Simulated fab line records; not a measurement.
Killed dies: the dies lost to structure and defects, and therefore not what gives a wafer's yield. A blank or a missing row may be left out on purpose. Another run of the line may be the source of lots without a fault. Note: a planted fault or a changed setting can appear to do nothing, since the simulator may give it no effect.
A single fault, viewed from 2 desks :: flow gf180mcu :: each desk has only its own numbers; what lay behind them comes last

FROM THE METROLOGY DESK
What the gauges read for every lot (on any tool): the sampled wafers with a number, averaged. If a lot's mean is further than 4 standard deviations from the usual mean, the lot is out of limits and carries the mark OUT (the distance appears in the brackets).
Columns: A = V5_W_RS at GF_V5_RS_MEAS_24, usual 0.329 ohm/sq
lot: L486
first seen here: day 27 13:38
A: 0.332

lot: L487
first seen here: day 27 22:10
A: 0.331

lot: L489
first seen here: day 28 14:32
A: 0.330

lot: L491
first seen here: day 29 00:12
A: 0.321

lot: L495
first seen here: day 30 10:31
A: 0.328

lot: L496
first seen here: day 30 17:26
A: 0.329

lot: L497
first seen here: day 30 22:18
A: 0.326

lot: L500
first seen here: day 31 19:31
A: 0.333

lot: L501
first seen here: day 31 23:01
A: 0.333

lot: L503
first seen here: day 32 11:24
A: 0.329

lot: L505
first seen here: day 32 19:05
A: 0.328

lot: L507
first seen here: day 33 10:07
A: 0.330

lot: L508
first seen here: day 33 14:26
A: 0.323
This desk found nothing out of limits on any of the 13 lots.

FOR THE TOOL OWNER'S DESK: pvd_sputter-03
The tool's own readings at GF_MIM_SPUTTER_00 (material Ti, target thk 37.5 nm, time 150 s): means of the sampled wafers that have a number, for each lot that ran on this tool. If a lot's mean is further than 4 standard deviations from the usual mean, the lot is out of limits and carries the mark OUT (the distance appears in the brackets).
Columns: A = throttle_valve_pct at GF_MIM_SPUTTER_00, usual 29.7 %
lot: L491
first seen here: day 26 09:03
A: 29.6

lot: L495
first seen here: day 27 22:43
A: 31.0

lot: L496
first seen here: day 28 05:21
A: 29.9

lot: L497
first seen here: day 28 11:33
A: 30.6
This desk found nothing out of limits on any of the 4 lots.

TAKEN TOGETHER
Metrology desk: nothing out of limits seen.
The desk of the tool owner found nothing out of limits.

WHAT THE SIMULATOR HAD PUT IN
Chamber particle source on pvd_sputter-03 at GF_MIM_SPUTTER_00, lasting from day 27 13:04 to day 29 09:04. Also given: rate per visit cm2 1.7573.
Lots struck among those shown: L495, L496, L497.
